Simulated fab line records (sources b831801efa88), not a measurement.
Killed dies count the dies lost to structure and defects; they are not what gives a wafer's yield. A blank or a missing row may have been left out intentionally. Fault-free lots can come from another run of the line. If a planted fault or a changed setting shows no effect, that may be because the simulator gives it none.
Split-lot trial + flow sfq line + 23 wafers read from 5 lots, route of 325 steps

ON THE SPLIT
At SFQ_TRILAYER_I4_VIA_LITHO_EXPOSE_104 (exposes mask I4, target cd 700 nm), the setting dose mj was moved away from the recipe's 21.3 on 4 of the 23 wafers read, by +6.1% to +6.6%. For the rest of the wafers, this setting stayed at what the recipe calls for.

FROM THE SPLIT TO THE READING: what the file shows between them, 3 steps
- SFQ_TRILAYER_I4_VIA_LITHO_PEB_106: peb time 60 s
- SFQ_TRILAYER_I4_VIA_LITHO_DEVELOP_105: time 60 s
- SFQ_TRILAYER_I4_VIA_BARC_OPEN_VIA_ETCH_146: etches BARC in O2, target depth 125 nm, time 41.7 s

THE READING
I4.cd nm (the simulator's own value, which no gauge read), in nm, at SFQ_TRILAYER_I4_VIA_ETCH_VIA_ETCH_106 (etches SiO2 in CHF3, stops on Nb, target depth 260 nm). No usual value for it is given in the file. Here, 19 wafers ran the recipe; their average is 700.8 nm with a standard deviation of 1.7 nm.

| wafer  | tool, chamber at the split | dose mj as run | against the recipe | I4.cd nm, nm | against lot-mates on the recipe |
|--------|----------------------------|----------------|--------------------|--------------|---------------------------------|
| L076.1 | krf scanner-02, 0          | 21.3           | recipe             | 699.3        | -                               |
| L076.2 | krf scanner-02, 0          | 21.3           | recipe             | 701          | -                               |
| L076.3 | krf scanner-02, 0          | 21.3           | recipe             | 701.2        | -                               |
| L076.4 | krf scanner-02, 0          | 21.3           | recipe             | 699.8        | -                               |
| L076.5 | krf scanner-02, 0          | 21.3           | recipe             | 700.6        | -                               |
| L079.1 | krf scanner-01, 0          | 22.7           | +6.6%              | 711.1        | +10.6                           |
| L079.2 | krf scanner-01, 0          | 22.7           | +6.6%              | 713.2        | +12.7                           |
| L079.4 | krf scanner-01, 0          | 21.3           | recipe             | 700.7        | -                               |
| L079.5 | krf scanner-01, 0          | 21.3           | recipe             | 699.4        | -                               |
| L079.6 | krf scanner-01, 0          | 21.3           | recipe             | 701.5        | -                               |
| L080.1 | krf scanner-02, 0          | 21.3           | recipe             | 702.3        | -                               |
| L080.2 | krf scanner-02, 0          | 21.3           | recipe             | 700.5        | -                               |
| L080.3 | krf scanner-02, 0          | 21.3           | recipe             | 702.6        | -                               |
| L080.4 | krf scanner-02, 0          | 21.3           | recipe             | 702          | -                               |
| L080.6 | krf scanner-02, 0          | 21.3           | recipe             | 702.5        | -                               |
| L083.1 | krf scanner-01, 0          | 21.3           | recipe             | 704.5        | -                               |
| L083.5 | krf scanner-01, 0          | 21.3           | recipe             | 703          | -                               |
| L083.6 | krf scanner-01, 0          | 21.3           | recipe             | 700          | -                               |
| L085.2 | krf scanner-01, 0          | 21.3           | recipe             | 699.3        | -                               |
| L085.3 | krf scanner-01, 0          | 21.3           | recipe             | 698.5        | -                               |
| L085.4 | krf scanner-01, 0          | 22.59          | +6.1%              | 708.5        | +10.3                           |
| L085.5 | krf scanner-01, 0          | 21.3           | recipe             | 696.9        | -                               |
| L085.6 | krf scanner-01, 0          | 22.59          | +6.1%              | 710.1        | +11.9                           |

THE FIT
A straight line over all 23 wafers: I4.cd nm changes by +1.58 nm for each +1% of dose mj; r = +0.91; the points scatter about the line by 1.8 nm.
The same after taking each lot's own level away (the mean of its wafers on the recipe; 23 wafers): +1.79 nm for each +1%; r = +0.97; scatter 1.1 nm.
Per that fit: largest dose mj move, reading shift of 12 nm.
Measured against the standard deviation above, the lots' own levels, which go from 698.23 to 702.50 nm, span 2.4 times it.
Hence the slope depends on the lot-to-lot level, as the two fits are not the same.
Check: with one of the wafers moved furthest among these (+6.6%) left out of the fit, the line predicts +12.3 nm for it against its lot-mates. Against them it came out at +10.6 nm.

ADDITIONAL SPLITS CARRIED BY THESE WAFERS
Before the reading, these wafers also passed through other splits. Each is held against what the fit with the lots' levels taken away leaves over:
| other split on the same wafers                   | wafers away from the commonest value | r with I4.cd nm (lot level and that fit taken away) |
|--------------------------------------------------|--------------------------------------|-----------------------------------------------------|
| SFQ_TRILAYER_I3_VIA_LITHO_COAT_090 resist thk nm | 7                                    | +0.05                                               |
| SFQ_TRILAYER_I3_VIA_LITHO_PEB_088 peb temp c     | 11                                   | +0.07                                               |
| SFQ_TRILAYER_I3_VIA_ETCH_VIA_ETCH_088 source w   | 7                                    | +0.29                                               |
| SFQ_TRILAYER_M4_LITHO_COAT_098 resist thk nm     | 8                                    | -0.01                                               |
| SFQ_TRILAYER_I4_CMP_CMP_100 leave above ref nm   | 8                                    | +0.06                                               |

THE WHOLE CHAIN: every reading that the file lists as answering this split, in the file's order
| step                                       | what it does                                          | reading                                                   | change (the file's fit)              | r (the file's) |
|--------------------------------------------|-------------------------------------------------------|-----------------------------------------------------------|--------------------------------------|----------------|
| SFQ_TRILAYER_I4_VIA_BARC_OPEN_VIA_ETCH_146 | etches BARC in O2, target depth 125 nm, time 41.7 s   | I4.cd nm (the simulator's own value, which no gauge read) | +1.67 nm for each +1% of the setting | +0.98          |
| SFQ_TRILAYER_I4_VIA_ETCH_VIA_ETCH_106      | etches SiO2 in CHF3, stops on Nb, target depth 260 nm | I4.cd nm (the simulator's own value, which no gauge read) | +1.79 nm for each +1% of the setting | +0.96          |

FILE'S OWN FIT
I4.cd nm changes by +1.79 nm for each +1% of dose mj, r = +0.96.
